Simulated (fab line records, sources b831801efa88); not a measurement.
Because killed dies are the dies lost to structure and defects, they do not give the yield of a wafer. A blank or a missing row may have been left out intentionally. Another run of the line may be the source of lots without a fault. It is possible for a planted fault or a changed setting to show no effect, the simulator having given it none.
Matching of chambers :: flow gf180mcu :: GF_V5_CMP_04 on cmp-02: 4 sister chambers
The step polishes SiO2. 14 wafers are shown with their chamber, then 7 later ones without.

EACH WAFER AND ITS CHAMBER
wafer: L627.1
chamber: 2
motor-current-A (A): 12.1
platen-rpm (rpm): 60.00
slurry-flow-ml-min: 150.0

wafer: L627.4
chamber: 0
motor-current-A (A): 12.2
platen-rpm (rpm): 60.04
slurry-flow-ml-min: 150.0

wafer: L627.6
chamber: 0
motor-current-A (A): 12.0
platen-rpm (rpm): 60.02
slurry-flow-ml-min: 149.5

wafer: L632.2
chamber: 1
motor-current-A (A): 11.1
platen-rpm (rpm): 60.03
slurry-flow-ml-min: 150.0

wafer: L632.5
chamber: 0
motor-current-A (A): 11.5
platen-rpm (rpm): 60.03
slurry-flow-ml-min: 149.4

wafer: L632.6
chamber: 1
motor-current-A (A): 11.2
platen-rpm (rpm): 60.02
slurry-flow-ml-min: 150.1

wafer: L634.2
chamber: 2
motor-current-A (A): 12.1
platen-rpm (rpm): 60.13
slurry-flow-ml-min: 149.9

wafer: L634.4
chamber: 3
motor-current-A (A): 10.6
platen-rpm (rpm): 59.96
slurry-flow-ml-min: 149.6

wafer: L634.5
chamber: 2
motor-current-A (A): 11.7
platen-rpm (rpm): 60.03
slurry-flow-ml-min: 149.7

wafer: L635.4
chamber: 1
motor-current-A (A): 11.2
platen-rpm (rpm): 59.97
slurry-flow-ml-min: 150.0

wafer: L635.5
chamber: 0
motor-current-A (A): 12.1
platen-rpm (rpm): 59.97
slurry-flow-ml-min: 150.3

wafer: L635.6
chamber: 1
motor-current-A (A): 11.1
platen-rpm (rpm): 59.96
slurry-flow-ml-min: 149.9

wafer: L636.2
chamber: 0
motor-current-A (A): 12.2
platen-rpm (rpm): 59.91
slurry-flow-ml-min: 149.8

wafer: L636.3
chamber: 1
motor-current-A (A): 10.8
platen-rpm (rpm): 59.99
slurry-flow-ml-min: 149.8

SIGNATURES, as means of the wafers listed above
reading: motor-current-A
chamber 0: 12.000
chamber 1: 11.080
chamber 2: 11.967
chamber 3: 10.600
scatter within a chamber: 0.236

reading: platen-rpm
chamber 0: 59.9940
chamber 1: 59.9940
chamber 2: 60.0533
chamber 3: 59.9600
scatter within a chamber: 0.0497

reading: slurry-flow-ml-min
chamber 0: 149.800
chamber 1: 149.960
chamber 2: 149.867
chamber 3: 149.600
scatter within a chamber: 0.253
Rule: a wafer lies at a distance from a chamber equal to the root of the sum of squares, over the readings, of (its reading less the chamber's mean, divided by the reading's scatter). If the next closest chamber is less than 2 further off than the closest, the wafer can't be placed; otherwise it belongs to the closest. The scatter is the square root of a quotient: the sum, over the shown wafers, of each reading's squared deviation from its chamber's mean, divided by wafers minus chambers.

WAFERS MISSING THEIR CHAMBER
wafer: L636.6
motor-current-A (A): 12.0
platen-rpm (rpm): 59.93
slurry-flow-ml-min: 149.8

wafer: L638.3
motor-current-A (A): 10.9
platen-rpm (rpm): 59.97
slurry-flow-ml-min: 149.9

wafer: L638.4
motor-current-A (A): 9.7
platen-rpm (rpm): 60.04
slurry-flow-ml-min: 150.3

wafer: L638.5
motor-current-A (A): 12.0
platen-rpm (rpm): 60.07
slurry-flow-ml-min: 149.1

wafer: L644.1
motor-current-A (A): 10.7
platen-rpm (rpm): 59.96
slurry-flow-ml-min: 150.5

wafer: L644.3
motor-current-A (A): 12.6
platen-rpm (rpm): 60.00
slurry-flow-ml-min: 149.7

wafer: L644.5
motor-current-A (A): 11.5
platen-rpm (rpm): 60.03
slurry-flow-ml-min: 150.2

EACH ONE'S CHAMBER
wafer: L636.6
from the rows above: can't be placed: 0 or 2
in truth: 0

wafer: L638.3
from the rows above: can't be placed: 1 or 3
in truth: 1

wafer: L638.4
from the rows above: can't be placed: 3 or 1
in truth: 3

wafer: L638.5
from the rows above: can't be placed: 2 or 0
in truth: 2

wafer: L644.1
from the rows above: can't be placed: 1 or 3
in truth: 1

wafer: L644.3
from the rows above: can't be placed: 0 or 2
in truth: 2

wafer: L644.5
from the rows above: can't be placed: 1 or 2 or 0
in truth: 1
Correct placement for 0 of the 7. Can't be placed from these rows: 7 (the true chamber is among the candidates in 7). Number placed wrongly: 0.
